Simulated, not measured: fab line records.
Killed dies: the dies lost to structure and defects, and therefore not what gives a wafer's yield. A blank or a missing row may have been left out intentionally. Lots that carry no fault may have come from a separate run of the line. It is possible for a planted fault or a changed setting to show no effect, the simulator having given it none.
A lot that was struck, set against a sound lot ; flow sky130 ; 15 steps out of a route of 708
Sound: the wafers L188.2, L188.3, L188.6. Wafers L192.1, L192.3, L192.4 were the ones struck. Last of all comes the cause.
Each step with rows lists, per side, the tool, then ch with its chambers, then its first start. Under that, the readings that differ: sound wafers ; struck wafers ; difference of the means ; sigmas: that difference in standard deviations of wafers without a fault.
alike: readings whose means differ by less than 2 such deviations, and words and numbers that are the same on both sides. not compared: withheld readings, readings that some wafer has no value for, bounds like >300 that may hide the same value, and numbers for which the record gives no deviation and whose values overlap.
A row with sigmas, a row that says differs or no value, or rows on one side alone: a step with any of these is where the two part. When numbers do not overlap yet have no deviation, they are printed without sigmas and do not part them. A reading that every wafer of one side lacks parts them only if that side has two wafers or more.

first, 7 steps without rows for these wafers: SKY_METAL1_HMDS_08 (prime time 60 s); SKY_METAL1_COAT_09 (resist thk 60 nm); SKY_METAL1_COAT_10 (resist thk 450 nm); SKY_METAL1_SOFTBAKE_11 (time 90 s); SKY_METAL1_EXPOSE_12 (exposes mask MM1, target cd 140 nm); SKY_METAL1_PEB_13; SKY_METAL1_DEVELOP_14 (develop time 60 s).
SKY_METAL1_CD_MEAS_15 targets a cd of 140 nm.
  struck on cd-sem-02, day 34 17:31; sound on cd-sem-01, day 33 04:48
reading;sound;struck;difference;sigmas
cd-nm (nm);136.9 137.3 138.3;141.0 141.6 141.1;+3.7;+2
SKY_METAL1_OVL_MEAS_16:
  struck on overlay-01, day 34 17:38; sound on overlay-01, day 33 04:55
  alike: METAL1_OVL
SKY_METAL1_DESCUM_17: chemistry O2, time 8 s.
  sound on rie-metal-02 ch 0,1, day 33 04:56; struck on rie-metal-02 ch 0,1, day 34 17:40
  alike: drypump-motor-current-A, oes-product-au
  not compared: rf-hours-counter-h
SKY_METAL1_ETCH_18: etches BARC in N2/H2, stops on SiO2, time 45.9 s, target depth 60 nm.
  sound on rie-metal-02 ch 0,1, day 33 04:58; struck on rie-metal-02 ch 0,1, day 34 17:43
  alike: drypump-motor-current-A, oes-product-au, throttle-valve-pct
  not compared: rf-hours-counter-h
SKY_METAL1_METAL_ETCH_19: etches the open film in Cl2/BCl3, stops on SiO2, target depth 360 nm, time 78 s.
  sound on rie-metal-02 ch 0,1, day 33 05:02; struck on rie-metal-02 ch 0,1, day 34 17:46
  alike: bcl3-flow-sccm, drypump-motor-current-A, oes-product-au, throttle-valve-pct
  not compared: rf-hours-counter-h
SKY_METAL1_STRIP_20: strips in O2/N2.
  sound on plasma-asher-01 ch 0,1, day 33 05:07; struck on plasma-asher-01 ch 0,1, day 34 17:52
  no value came back on the struck wafers for any of 5 readings (chamber-pressure-mTorr (mTorr), drypump-motor-current-A (A) and others); on the sound wafers chamber-pressure-mTorr (mTorr) reads 1500.3 1499.6 1500.1
reading;sound;struck;difference;sigmas
model.KrF-thick_of_METAL1_COAT_10.thk-nm (nm);0 0 0;158.3 161.4 157.8;+159.2;
  not compared: rf-hours-counter-h
then, 1 step without rows for these wafers: SKY_METAL1_STRIP_21 (strips in post etch residue remover, time 1200 s).
-- the record jumps here: 12 days lie between the struck wafers' starts before and after (it left off in module METAL1 and takes up again in module PAD_OPEN, whose first step shown is number 708 of the route) --
SKY_PAD_OPEN_PROBE_99:
  struck on prober-02, day 47 04:02; sound on prober-02, day 46 01:17
reading;sound;struck;difference;sigmas
hold;- - -;await-dispo/2.2h/scrap await-dispo/2.2h/scrap await-dispo/2.2h/scrap;no value on the sound wafers;
defect-limited-yield (%);85.2 86.2 80.9;0.4 0 0.4;-83.8;-44
killed_at_M0_to_M3;40 32 51;459 446 456;+413;+63
killed-dies;73 68 94;490 492 490;+412;+44
killed-on-rim;17 9 20;95 96 96;+80;+21
sort_bin_5_function (%);9.1 7.7 11.2;93.7 92.3 93.1;+83.7;+60
sort-n-pass;419 424 398;2 0 2;-412;-44
sort-yield-pct (%);85.2 86.2 80.9;0.4 0 0.4;-83.8;-44
  alike: killed_at_M4_up, killed-at-contacts, killed-at-front-end, killed-at-other, killed-open, killed-short, sort_bin_3_pad_short, sort_bin_6_memory

## WHERE THEY PART
At SKY_METAL1_CD_MEAS_15 first; at SKY_PAD_OPEN_PROBE_99 last (within this record only).

WHY: what the simulator had put in
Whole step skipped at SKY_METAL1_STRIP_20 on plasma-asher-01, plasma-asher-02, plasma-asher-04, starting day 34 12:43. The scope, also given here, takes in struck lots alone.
